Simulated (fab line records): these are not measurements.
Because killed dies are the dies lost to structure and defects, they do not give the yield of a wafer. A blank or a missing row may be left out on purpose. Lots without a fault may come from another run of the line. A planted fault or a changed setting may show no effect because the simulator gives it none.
Code-filled problem report in 8D (eight disciplines) form / flow sfq_line / the parts of the form that need people (team, actions taken, sign-off) are left out

== 1. WHAT WENT WRONG ==
At SFQ_TRILAYER_M0_BARC_OPEN_METAL_ETCH_031, oes_product_au averages 0.597 a.u. over 2 wafers from 2 lots, while fault-free wafers read 0.686 a.u., standard deviation 0.0044. That puts it -20 standard deviations away from the usual mean.
The step: etches BARC in O2, target depth 125 nm, time 41.7 s.
Earliest sighting: wafer L616.6 on rie_metal-03 at day 8 11:20. The record has a number at this step for 40 wafers belonging to 14 lots. Rule for "out", or "out of limits": more than 4 standard deviations from the usual mean. All remaining wafers that have a number are taken as sound.

== 2. WHAT IT IS, WHAT IT ISN'T ==
question=which readings at this step | is=oes_product_au | is not=drypump_motor_current_A
question=which lots | is=L616, L617 | is not=L604, L606, L607, L608, L609, L610, L612, L613, L614, L623, L624, L627
question=which wafers of those lots | is=L616.6, L617.4 | is not=L616.3, L617.3
question=read on which tools | is=rie_metal-03 | is not=rie_metal-02, rie_metal-04
question=when | is=from day 8 11:20 | is not=up to then (28 sound wafers); but 10 sound wafers of L617, L623, L624, L627 came after

== 3. SUSPECTS, AND WHAT RULES EACH OUT ==
Counting: any tool at a process step up to the reading remains a suspect provided it ran every lot that is out. Sound lots after the first of them don't rule it out here, since some wafers of a struck lot are sound.
- litho_track-04 at SFQ_TRILAYER_M0_LITHO_COAT_026 (resist thk 62 nm): kept. Every lot that is out went through it, the first being L616 (day 7 00:37); the last sound lot it ran before that was L614 (day 6 10:43).
- rie_metal-03 at SFQ_TRILAYER_M0_BARC_OPEN_METAL_ETCH_031 (etches BARC in O2, target depth 125 nm, time 41.7 s): kept. Every lot that is out went through it, the first being L616 (day 8 11:20); the last sound lot it ran before that was L610 (day 7 04:09). Its own readings are out on those wafers: oes_product_au.
What counting leaves: litho_track-04 at SFQ_TRILAYER_M0_LITHO_COAT_026 and rie_metal-03 at SFQ_TRILAYER_M0_BARC_OPEN_METAL_ETCH_031.

== 4. THE CAUSE (what the simulator had put in) ==
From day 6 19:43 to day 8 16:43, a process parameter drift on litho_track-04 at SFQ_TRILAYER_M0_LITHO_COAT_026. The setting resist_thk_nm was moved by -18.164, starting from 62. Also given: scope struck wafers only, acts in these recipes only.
Counting left 2 suspects, and this tool is among them.

== 5. THE CHAIN OF EFFECTS, in route order ==
Each row: a reading where the mean over the struck wafers with a number is more than 3 standard deviations away from the usual. Scope: only readings with a usual standard deviation given in the record; hours: median across lots of the time from each lot's start at the first step in this table that gives one to its start at this step; sigmas: change in usual standard deviations.
hours=0; step=SFQ_TRILAYER_M0_BARC_OPEN_METAL_ETCH_031; reading=oes_product_au; usual=0.686 a.u.; on struck wafers=0.597; change=-0.090; sigmas=-20
The process steps in it:
- SFQ_TRILAYER_M0_BARC_OPEN_METAL_ETCH_031: etches BARC in O2, target depth 125 nm, time 41.7 s.
At these later measuring or inspecting steps, every struck wafer for which the step has a row has a number for every such reading, and none has moved that far: SFQ_I0_OVL_MEAS_908, SFQ_M5_OVL_MEAS_932, SFQ_C5_OVL_MEAS_937.

== 6. HOW IT WOULD HAVE BEEN CAUGHT EARLIER ==
First out-of-limits reading in this record: day 8 11:20, which is 40 hours after fault onset at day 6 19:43.
By day 8 11:20 the whole set of lots that are out, 2 in number, had already begun SFQ_TRILAYER_M0_LITHO_COAT_026 on litho_track-04. A hold on the tool at that time would have spared none of them.
